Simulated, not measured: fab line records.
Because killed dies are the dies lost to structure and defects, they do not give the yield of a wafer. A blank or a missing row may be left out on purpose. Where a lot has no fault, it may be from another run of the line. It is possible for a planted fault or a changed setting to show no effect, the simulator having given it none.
Which tool did it?    flow sky130    33 wafers from 11 lots sampled at 3 of the route's 708 steps

== WHAT THE GAUGES SHOWED, per wafer ==
SKY_FIELD_ISO_CD_MEAS_13 targets a cd of 150 nm.
lot   measured     on        cdNm (nm)
L193  day 2 14:55  cdSem-01  147.7 149.2 149.1
L194  day 3 01:41  cdSem-01  149.5 151.2 149.3
L195  day 3 02:02  cdSem-01  148.2 150.2 149.7
L197  day 3 11:33  cdSem-01  149.9 150.0 150.6
L198  day 3 19:32  cdSem-01  129.4 130.8 128.7 129.0 131.3 128.3
L199  day 3 22:20  cdSem-02  128.0 128.4 128.8 128.0 128.2 128.5
L200  day 4 02:46  cdSem-02  129.4 130.0 130.4 129.0 130.2 130.5
L201  day 4 09:11  cdSem-02  137.0 137.5 137.6 137.1 137.3 137.5
L205  day 5 06:32  cdSem-02  149.8 148.0 148.8
L209  day 6 08:10  cdSem-01  152.3 153.0 152.2
L212  day 6 18:18  cdSem-02  150.5 150.9 152.1

SKY_VT_ADJUST_HVTP_OVL_MEAS_08.
lot   measured      on          VT_ADJUST_HVTP_OVL (nm)
L193  day 6 15:26   overlay-01  3.7 1.9 3.6
L194  day 7 04:53   overlay-01  2.0 1.2 1.8
L195  day 7 05:14   overlay-02  -0.7 -0.9 -1.2
L197  day 7 16:20   overlay-02  3.6 1.3 4.1
L198  day 7 23:53   overlay-02  0.8 3.1 2.3
L199  day 8 04:14   overlay-01  3.0 1.2 1.4
L200  day 8 11:59   overlay-02  1.5 -0.1 2.9
L201  day 8 19:47   overlay-01  2.1 0.3 1.3
L205  day 9 20:02   overlay-01  -0.5 2.0 2.8
L209  day 11 06:52  overlay-01  0.7 2.7 3.4
L212  day 11 15:40  overlay-02  -0.4 1.6 1.5

== TOOL THAT RAN EACH LOT (tool first, then ch and the chambers of the sampled wafers, then the start) ==
lot   SKY_FIELD_ISO_EXPOSE_10
L193  krfScanner-02 ch 0, day 2 07:38
L194  krfScanner-01 ch 0, day 2 18:35
L195  krfScanner-02 ch 0, day 2 18:53
L197  krfScanner-02 ch 0, day 3 03:22
L198  krfScanner-02 ch 0, day 3 11:41
L199  krfScanner-02 ch 0, day 3 14:22
L200  krfScanner-02 ch 0, day 3 18:22
L201  krfScanner-02 ch 0, day 4 01:14
L205  krfScanner-01 ch 0, day 4 22:28
L209  krfScanner-01 ch 0, day 5 22:47
L212  krfScanner-01 ch 0, day 6 08:44
- SKY_FIELD_ISO_EXPOSE_10: exposes mask FOM, target cd 150 nm.

== AS READ BY THE TOOLS THEMSELVES (means over the sampled wafers that have a number; for cases with no such wafer, the mark the record gives instead) ==
SKY_FIELD_ISO_EXPOSE_10.
lot   tool           exposureDoseMJCm2
L193  krfScanner-02  28.43
L194  krfScanner-01  28.25
L195  krfScanner-02  28.45
L197  krfScanner-02  28.45
L198  krfScanner-02  31.66
L199  krfScanner-02  31.65
L200  krfScanner-02  31.66
L201  krfScanner-02  30.47
L205  krfScanner-01  28.26
L209  krfScanner-01  28.24
L212  krfScanner-01  28.32

== THE ANSWER, worked out from the rows above alone ==
Rule: what is usual is taken from the lots themselves. The widest of any qualifying gaps counts: lots, ordered by their means at a reading, are off when they make up no more than a third of the lots, leave a main group of 4 or more, and stand apart from it by 3 or more times the standard deviation of that group's means. Not used: any main group whose means are identical at the precision the tables above print for the reading. A lot without any number at a reading at which 4 lots or more have one is off too. Where the step has rows for the other lots, those lots are counted as sound. After the gauges, taken in route order, come the tools' own readings; for these a lot's mean is taken, as printed above. At the first step where some lot is off, the reading lying furthest off is the one used; lots without a number count as furthest.
Nothing can be told from this: no lot is off at any reading shown.

== WHAT HAD BEEN PUT IN BY THE SIMULATOR ==
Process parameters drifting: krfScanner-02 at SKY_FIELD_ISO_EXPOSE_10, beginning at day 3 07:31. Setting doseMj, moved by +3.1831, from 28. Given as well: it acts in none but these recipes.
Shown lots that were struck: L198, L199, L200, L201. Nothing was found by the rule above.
